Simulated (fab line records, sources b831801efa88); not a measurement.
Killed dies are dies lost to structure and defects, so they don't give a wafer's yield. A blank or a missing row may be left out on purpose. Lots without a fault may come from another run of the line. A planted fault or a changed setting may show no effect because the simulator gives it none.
A struck lot beside a sound one | flow sky130 | 17 steps out of a route of 708
Sound: wafers L837.1, L837.2, L837.6. Struck: wafer L833.4. (L833.1, L833.6 of the same lot were not struck and are left out.) The cause comes at the end.
At each step with rows: each side's tool, then ch and its chambers, then its first start. Under that, the readings that differ: sound wafers | struck wafers | difference of the means | sigmas: that difference in standard deviations of wafers without a fault.
alike: readings whose means differ by less than 2 such deviations, and words and numbers that are the same on both sides. not compared: withheld readings, readings that some wafer has no value for, bounds like >300 that may hide the same value, and numbers for which the record gives no deviation and whose values overlap.
The two part at a step that has a row with sigmas, a row that says differs or no value, or rows on one side only. Numbers that don't overlap but have no deviation are shown without sigmas and don't part them. A reading that every wafer of one side lacks parts them only if that side has two wafers or more.

first, 2 steps without rows for these wafers: SKY_LOCAL_INTERCONNECT_PEB_09; SKY_LOCAL_INTERCONNECT_DEVELOP_10 (develop time 60 s).
SKY_LOCAL_INTERCONNECT_CD_MEAS_11: target cd 170 nm.
  sound on cd_sem-01, day 35 15:02; struck on cd_sem-02, day 34 03:47
  reading    | sound             | struck | difference | sigmas
  cd_nm (nm) | 169.4 170.9 171.6 | 166.8  | -3.8       | -3
SKY_LOCAL_INTERCONNECT_OVL_MEAS_12:
  sound on overlay-02, day 35 15:09; struck on overlay-02, day 34 03:55
  alike: LOCAL_INTERCONNECT_OVL
SKY_LOCAL_INTERCONNECT_ETCH_13: etches BARC in N2/H2, stops on SiO2, time 45.9 s, target depth 60 nm.
  sound on rie_metal-02 ch 0,1, day 35 15:11; struck on rie_metal-02 ch 0, day 34 03:56
  alike: drypump_motor_current_A, oes_product_au, throttle_valve_pct
  not compared: rf_hours_counter_h
SKY_LOCAL_INTERCONNECT_METAL_ETCH_14: etches TiN in Cl2/BCl3, stops on PSG, target depth 110 nm, time 31.4 s.
  sound on rie_metal-02 ch 0,1, day 35 15:15; struck on rie_metal-02 ch 0, day 34 04:01
  alike: drypump_motor_current_A, oes_product_au, throttle_valve_pct
  not compared: rf_hours_counter_h
SKY_LOCAL_INTERCONNECT_STRIP_15: strips in O2/N2.
  sound on plasma_asher-03 ch 0,1, day 35 15:18; struck on plasma_asher-02 ch 1, day 34 04:04
  alike: drypump_motor_current_A, oes_product_au, strip_time_to_endpoint_s
  not compared: rf_hours_counter_h
then, 3 steps without rows for these wafers: SKY_LOCAL_INTERCONNECT_STRIP_16 (strips in post etch residue remover, time 1200 s); SKY_LOCAL_INTERCONNECT_CLEAN_17 (cleans in IPA, time 180 s); SKY_LOCAL_INTERCONNECT_CLEAN_18 (cleans in O3/DIW).
SKY_CONTACT_CVD_00: deposits Si3N4, target thk 75 nm.
  sound on pecvd-04 ch 0,2, day 35 15:57; struck on pecvd-03 ch 2, day 34 04:39
  reading            | sound       | struck | difference | sigmas
  heater_power_w (W) | 683 657 647 | 1138   | +476       | +3
  alike: susceptor_temp_C
SKY_CONTACT_THK_MEAS_01:
  sound on film_metro-01, day 35 15:59; struck on film_metro-02, day 34 04:41
  alike: CONTACT_CVD_00_THK
SKY_CONTACT_HDPCVD_02: deposits SiO2, target thk 565 nm, time 94.2 s.
  sound on hdpcvd-01 ch 0,1, day 35 16:02; struck on hdpcvd-02 ch 1, day 34 04:45
  reading                                     | sound             | struck | difference | sigmas
  run_length_s (s)                            | 122.3 121.9 122.0 | 110.9  | -11.2      | -20
  model.SiO2_of_CONTACT_HDPCVD_02.thk_nm (nm) | 576 575.1 582.7   | 505.9  | -72.0      |
  alike: sih4_flow_sccm
  not compared: susceptor_temp_C
SKY_CONTACT_THK_MEAS_03:
  sound on film_metro-02, day 35 16:07; struck on film_metro-01, day 34 04:49
  reading                 | sound       | struck | difference | sigmas
  CONTACT_HDPCVD_THK (nm) | 576 575 582 | 506    | -72        | -10
SKY_CONTACT_CMP_04: polishes SiO2.
  sound on cmp-02 ch 0,2,3, day 35 16:13; struck on cmp-01 ch 2, day 34 04:53
  reading                | sound    | struck | difference | sigmas
  time_to_endpoint_s (s) | 80 85 84 | 59     | -24        | -6
  alike: edge_zone_pressure_frac, motor_current_A, retaining_ring_pressure_frac
SKY_CONTACT_BOW_MEAS_05:
  sound on film_metro-01, day 35 16:28; struck on film_metro-01, day 34 05:11
  alike: CONTACT_BOW
SKY_PAD_OPEN_PROBE_99:
  the record has rows for the sound wafers here (prober-02, day 49 16:40) and none for the struck ones

WHERE THEY PART
First at SKY_LOCAL_INTERCONNECT_CD_MEAS_11; last, within this record, at SKY_PAD_OPEN_PROBE_99.

WHY: what the simulator had put in
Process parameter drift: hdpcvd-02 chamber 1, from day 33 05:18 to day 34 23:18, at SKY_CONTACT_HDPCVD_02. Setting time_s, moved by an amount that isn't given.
